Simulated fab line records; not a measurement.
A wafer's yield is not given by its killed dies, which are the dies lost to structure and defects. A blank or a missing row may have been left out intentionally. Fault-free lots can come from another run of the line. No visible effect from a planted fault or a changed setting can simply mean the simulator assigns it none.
A lot that was struck, set against a sound lot / flow gf180mcu / 15 steps out of a route of 602
Sound: the wafers L359.3, L359.4, L359.5. The struck wafers were L368.1, L368.3, L368.4. The cause is given at the end.
Each step with rows lists, per side, the tool, then ch with its chambers, then its first start. Under that, the readings that differ: sound wafers / struck wafers / difference of the means / sigmas: that difference in standard deviations of wafers without a fault.
alike: readings whose means differ by less than 2 such deviations, and words and numbers that are the same on both sides. not compared: withheld readings, readings that some wafer has no value for, bounds like >300 that may hide the same value, and numbers for which the record gives no deviation and whose values overlap.
Wherever a step has rows on one side only, a row that says differs or no value, or a row with sigmas, the two part there. Numbers that don't overlap but have no deviation are shown without sigmas and don't part them. A reading that every wafer of one side lacks parts them only if that side has two wafers or more.

GF_MIM_STRIP_20: strips in O2/N2.
  sound on plasma asher-01 ch 0,1, day 25 15:37; struck on plasma asher-04 ch 0,1, day 28 14:08
  alike: drypump motor current A, heater power w, oes product au, strip time to endpoint s
  not compared: rf hours counter h
then, 9 steps without rows for these wafers: GF_MIM_STRIP_21 (strips in post etch residue remover, time 1200 s); GF_MIM_CLEAN_22 (cleans in DIW); GF_M5_DEHYDRATE_00 (time 60 s); GF_M5_HMDS_01 (prime time 60 s); GF_M5_COAT_02 (resist thk 1000 nm); GF_M5_SOFTBAKE_03 (time 60 s); GF_M5_EXPOSE_04 (exposes mask Metal5, target cd 280 nm); GF_M5_PEB_05 (peb time 90 s); GF_M5_DEVELOP_06 (develop time 60 s).
GF_M5_CD_MEAS_07: the cd target is 280 nm.
  sound on cd sem-02, day 26 12:31; struck on cd sem-02, day 29 09:26
  alike: cd nm
GF_M5_OVL_MEAS_08:
  sound on overlay-01, day 26 12:36; struck on overlay-01, day 29 09:33
  alike: M5_OVL
GF_M5_ETCH_09: etches Si3N4 in CF4/O2, target depth 52 nm, time 11.6 s.
  sound on rie diel-03 ch 0,2,3, day 26 12:37; struck on rie diel-03 ch 0,1,3, day 29 09:35
reading=model.etch.depth nm (nm); sound=51.46 52.19 49.89; struck=42.25 43 40.73; difference=-9.19; sigmas=
reading=model.KrF_of_M5_COAT_02.thk nm (nm); sound=951.8 953 957.7; struck=960.5 959.8 959.5; difference=+5.8; sigmas=
  alike: drypump motor current A, oes product au, throttle valve pct
  not compared: rf hours counter h
GF_M5_METAL_ETCH_10: etches the open film in Cl2/BCl3, stops on SiO2, target depth 627.5 nm, time 104.6 s.
  sound on rie metal-04 ch 0,1, day 26 12:41; struck on rie metal-03 ch 0,1, day 29 09:37
  alike: drypump motor current A, oes product au, throttle valve pct
  not compared: rf hours counter h
then, 1 step without rows for these wafers: GF_PASSIVATION_PROBE_99.

## WHERE THEY PART
Nowhere in this record.

WHY: whatever the simulator had introduced
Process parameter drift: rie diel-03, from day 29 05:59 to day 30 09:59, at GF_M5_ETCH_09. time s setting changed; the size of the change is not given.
